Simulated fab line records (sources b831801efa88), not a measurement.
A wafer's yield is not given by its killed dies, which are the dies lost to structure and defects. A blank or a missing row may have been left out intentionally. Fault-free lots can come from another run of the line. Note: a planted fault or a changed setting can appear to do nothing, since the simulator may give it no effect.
Matching of chambers + flow gf180mcu + 4 sister chambers for GF_V5_CMP_26 on cmp-01
The step polishes, stops on SiO2, t overpolish 15 s, target thk 0 nm. 18 wafers are shown with their chamber, then 9 later ones without.

WAFERS WITH THEIR CHAMBER
| wafer  | chamber | time-to-endpoint-s (s) | overpolish-run-s (s) | slurry-flow-ml-min |
|--------|---------|------------------------|----------------------|--------------------|
| L990.1 | 3       | 85                     | 14.995               | 150.2              |
| L990.3 | 0       | 89                     | 14.997               | 149.8              |
| L990.6 | 3       | 85                     | 14.997               | 149.5              |
| L991.1 | 0       | 87                     | 15.000               | 150.4              |
| L991.3 | 3       | 83                     | 14.995               | 149.6              |
| L991.5 | 0       | 86                     | 14.992               | 150.4              |
| L992.2 | 3       | 93                     | 14.999               | 149.8              |
| L992.3 | 0       | 96                     | 14.992               | 149.7              |
| L992.5 | 1       | 88                     | 14.997               | 149.5              |
| L995.2 | 0       | 87                     | 14.992               | 150.1              |
| L995.3 | 3       | 84                     | 15.003               | 150.4              |
| L995.4 | 1       | 87                     | 14.997               | 150.0              |
| L997.1 | 1       | 83                     | 15.000               | 149.0              |
| L997.3 | 3       | 88                     | 14.994               | 149.2              |
| L997.4 | 2       | 79                     | 15.003               | 149.8              |
| L102.1 | 2       | 77                     | 15.004               | 150.2              |
| L102.4 | 3       | 88                     | 14.995               | 149.9              |
| L102.6 | 0       | 95                     | 15.007               | 149.9              |

SIGNATURES (averages over the wafers above)
| reading            | chamber 0 | chamber 1 | chamber 2 | chamber 3 | scatter within a chamber |
|--------------------|-----------|-----------|-----------|-----------|--------------------------|
| time-to-endpoint-s | 90.00     | 86.00     | 78.00     | 86.57     | 3.6                      |
| overpolish-run-s   | 14.99667  | 14.99800  | 15.00350  | 14.99686  | 0.00423                  |
| slurry-flow-ml-min | 150.050   | 149.500   | 150.000   | 149.800   | 0.383                    |
Rule: a wafer's distance from a chamber is the root of the sum, over the readings, of the square of ((its reading less the chamber's mean) divided by the reading's scatter). If the next closest chamber is less than 2 further off than the closest, the wafer can't be placed; otherwise it belongs to the closest. The scatter: the root of (the sum of the squares of (reading less its chamber's mean) over the shown wafers, divided by (wafers less chambers)).

WAFERS WITHOUT THEIR CHAMBER
| wafer  | time-to-endpoint-s (s) | overpolish-run-s (s) | slurry-flow-ml-min |
|--------|------------------------|----------------------|--------------------|
| L105.1 | 87                     | 14.994               | 150.0              |
| L105.3 | 84                     | 15.004               | 149.4              |
| L105.4 | 93                     | 14.993               | 150.4              |
| L106.2 | 81                     | 15.004               | 149.8              |
| L106.5 | 85                     | 14.997               | 149.5              |
| L106.6 | 82                     | 15.000               | 149.7              |
| L111.2 | 92                     | 15.015               | 150.4              |
| L111.4 | 83                     | 14.980               | 149.8              |
| L111.6 | 80                     | 15.000               | 150.3              |

CHAMBER TAKEN BY EACH
| wafer  | from the rows above               | in truth |
|--------|-----------------------------------|----------|
| L105.1 | can't be placed: 3 or 0 or 1      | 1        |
| L105.3 | can't be placed: 1 or 3 or 2 or 0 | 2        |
| L105.4 | can't be placed: 0 or 3 or 1      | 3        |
| L106.2 | can't be placed: 2 or 1 or 3      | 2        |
| L106.5 | can't be placed: 1 or 3 or 0      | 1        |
| L106.6 | can't be placed: 1 or 3 or 2 or 0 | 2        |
| L111.2 | can't be placed: 0 or 3 or 2 or 1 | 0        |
| L111.4 | can't be placed: 3 or 1 or 0 or 2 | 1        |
| L111.6 | can't be placed: 2 or 3 or 1 or 0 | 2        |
Correctly placed: 0 of 9. Cannot be placed on the basis of these rows: 9; the candidates contain the true chamber in 9. Number placed wrongly: 0.
